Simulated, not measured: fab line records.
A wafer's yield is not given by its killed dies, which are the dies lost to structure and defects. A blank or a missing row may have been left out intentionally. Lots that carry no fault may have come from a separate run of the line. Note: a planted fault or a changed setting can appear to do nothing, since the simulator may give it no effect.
Matching of chambers :: flow sky130 :: 3 sister chambers for SKY_CAPM_CVD_00 on pecvd-03
The step deposits SiO2, target thk 15.5 nm. 6 wafers are shown with their chamber, then 9 later ones without.

== WAFERS PAIRED WITH THEIR CHAMBERS ==
wafer: L078.4
chamber: 0
heater_power_w (W): 689

wafer: L082.4
chamber: 2
heater_power_w (W): 673

wafer: L082.5
chamber: 1
heater_power_w (W): 852

wafer: L085.1
chamber: 1
heater_power_w (W): 778

wafer: L085.3
chamber: 2
heater_power_w (W): 704

wafer: L085.4
chamber: 0
heater_power_w (W): 642

== WAFERS MISSING THEIR CHAMBER ==
wafer: L087.2
heater_power_w (W): 636

wafer: L087.4
heater_power_w (W): 769

wafer: L087.6
heater_power_w (W): 615

wafer: L092.3
heater_power_w (W): 675

wafer: L092.5
heater_power_w (W): 798

wafer: L092.6
heater_power_w (W): 665

wafer: L093.1
heater_power_w (W): 725

wafer: L093.3
heater_power_w (W): 815

wafer: L093.6
heater_power_w (W): 607

== WHICH CHAMBER EACH ONE RAN IN ==
wafer: L087.2
from the rows above: can't be placed: 0 or 2
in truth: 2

wafer: L087.4
from the rows above: can't be placed: 1 or 2 or 0
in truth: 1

wafer: L087.6
from the rows above: can't be placed: 0 or 2
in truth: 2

wafer: L092.3
from the rows above: can't be placed: 0 or 2
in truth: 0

wafer: L092.5
from the rows above: 1
in truth: 1

wafer: L092.6
from the rows above: can't be placed: 0 or 2
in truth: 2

wafer: L093.1
from the rows above: can't be placed: 2 or 0 or 1
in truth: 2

wafer: L093.3
from the rows above: 1
in truth: 1

wafer: L093.6
from the rows above: can't be placed: 0 or 2
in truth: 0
2 of 9 placed correctly. From these rows, 7 cannot be placed; in 7 the true chamber is one of the candidates. Wrongly placed: 0.
How it was worked out, from the rows above alone: a wafer's distance from a chamber is the root of the sum, over the readings, of the square of ((its reading less the chamber's mean) divided by the reading's scatter). The wafer belongs to the nearest chamber; if the next one is less than 2 further off, it can't be placed. For every chamber, the mean is computed from those of its wafers that are shown. The scatter: take each reading less its chamber's mean, square it, sum over the shown wafers, divide by the number of wafers less the number of chambers, and take the root.
